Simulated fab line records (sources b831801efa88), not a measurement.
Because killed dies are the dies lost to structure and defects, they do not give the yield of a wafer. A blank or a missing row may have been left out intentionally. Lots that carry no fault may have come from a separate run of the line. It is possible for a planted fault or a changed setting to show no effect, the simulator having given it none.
Which tool did it? | flow gf180mcu | 6 lots, 18 wafers sampled, at 2 steps of a route of 602

WHAT EACH GAUGE READ, for each wafer
GF_HV_LDD_CD_MEAS_07: target cd 400 nm.
lot  | measured     | on        | cd_nm (nm)
L194 | day 11 14:48 | cd_sem-01 | 400.3 401.5 399.6
L196 | day 12 05:20 | cd_sem-02 | - - -
L203 | day 14 06:40 | cd_sem-02 | 398.2 399.1 397.0
L206 | day 15 03:57 | cd_sem-01 | 403.8 402.2 401.7
L210 | day 16 10:57 | cd_sem-01 | 399.7 400.4 401.8
L212 | day 17 01:23 | cd_sem-01 | 401.2 401.4 401.5

WHICH TOOL RAN EACH LOT (tool, then ch and the chambers of the sampled wafers, then the start)
lot  | GF_HV_LDD_COAT_02
L194 | litho_track-04 ch 0, day 11 05:38
L196 | litho_track-03, day 11 19:24
L203 | litho_track-04 ch 0, day 13 19:54
L206 | litho_track-02 ch 0, day 14 17:02
L210 | litho_track-02 ch 0, day 15 23:35
L212 | litho_track-02 ch 0, day 16 13:22
- GF_HV_LDD_COAT_02: resist thk 1000 nm.

THE ANSWER, worked out from the rows above alone
Rule: usual is defined by the lots themselves. Put in order of their means at a reading, lots are off if they are a third of the lots or fewer, leave a main group of 4 or more, and stand apart from it by a gap of 3 or more times the standard deviation of the main group's means; of several such gaps the widest counts. Not used: any main group whose means are identical at the precision the tables above print for the reading. Also off: a lot with no number at a reading for which 4 or more lots have one. Where the step has rows for the other lots, those lots are counted as sound.
Off: L196 (GF_HV_LDD_CD_MEAS_07, cd_nm). Without a number there: L196. Main group: mean 400.6 nm, sd 1.5.
If a tool, at a process step before that reading, ran all the lots that are off and no sound lot after the first of them, it fits. Those tools and the gauges at GF_HV_LDD_CD_MEAS_07 are tried in the same way. One candidate fits, namely litho_track-03 at GF_HV_LDD_COAT_02. It ran no sound lot before its first lot that is off in this sample, so the start can't be narrowed down.

WHAT THE SIMULATOR HAD PUT IN
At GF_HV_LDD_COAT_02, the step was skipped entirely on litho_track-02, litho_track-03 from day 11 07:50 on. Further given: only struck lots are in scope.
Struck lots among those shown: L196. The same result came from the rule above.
